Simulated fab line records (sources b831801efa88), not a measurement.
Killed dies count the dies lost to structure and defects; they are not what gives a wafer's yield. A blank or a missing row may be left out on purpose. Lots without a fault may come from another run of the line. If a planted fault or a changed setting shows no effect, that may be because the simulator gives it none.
The same fault as seen by 2 desks -- flow gf180mcu -- each desk has only its own numbers; what lay behind them comes last

## TOOL OWNER'S DESK, pvdSputter-01
The tool's own readings at GF_M2_SPUTTER_02 (material AlCu, target thk 450 nm, time 23.9 s): means of the sampled wafers that have a number, for each lot that ran on this tool. A lot is out of limits, marked OUT, if its mean lies more than 4 standard deviations from the usual mean; the brackets give that distance.
Columns: A = cathodeDcPowerW at GF_M2_SPUTTER_02, usual 10600 W; B = throttleValvePct at GF_M2_SPUTTER_02, usual 29.8 %
lot,first seen here,A,B
L973,day 18 13:32,10601,29.5
L978,day 20 11:41,10601,29.5
L982,day 22 09:42,10600,30.0
L983,day 22 22:24,10599,30.0
L994,day 25 22:31,10599,29.5
This desk's verdict: no lot among the 5 shows anything out of limits.

## FROM THE METROLOGY DESK
Means of the sampled wafers that have a number, per lot and without regard to the tool the lot ran on: this is what the gauges read. A lot is out of limits, marked OUT, if its mean lies more than 4 standard deviations from the usual mean; the brackets give that distance.
Columns: A = cdNm at GF_V4_CD_MEAS_14, usual 260.5 nm
lot,first seen here,A
L972,day 24 08:03,261.5
L973,day 24 18:25,260.7
L974,day 25 06:10,260.3
L975,day 25 10:11,261.9
L978,day 26 11:10,259.1
L982,day 28 02:08,260.5
L984,day 28 11:22,259.8
L983,day 28 11:44,259.0
L986,day 29 03:58,258.7
L987,day 29 13:38,260.3
L991,day 30 06:17,261.1
L994,day 31 02:16,262.2
L995,day 31 08:28,258.8
This desk's verdict: no lot among the 13 shows anything out of limits.

## ALL TOGETHER
Nothing out of limits was seen by the tool owner's desk.
At the metrology desk, nothing out of limits was observed.

## WHAT WAS PUT IN BY THE SIMULATOR
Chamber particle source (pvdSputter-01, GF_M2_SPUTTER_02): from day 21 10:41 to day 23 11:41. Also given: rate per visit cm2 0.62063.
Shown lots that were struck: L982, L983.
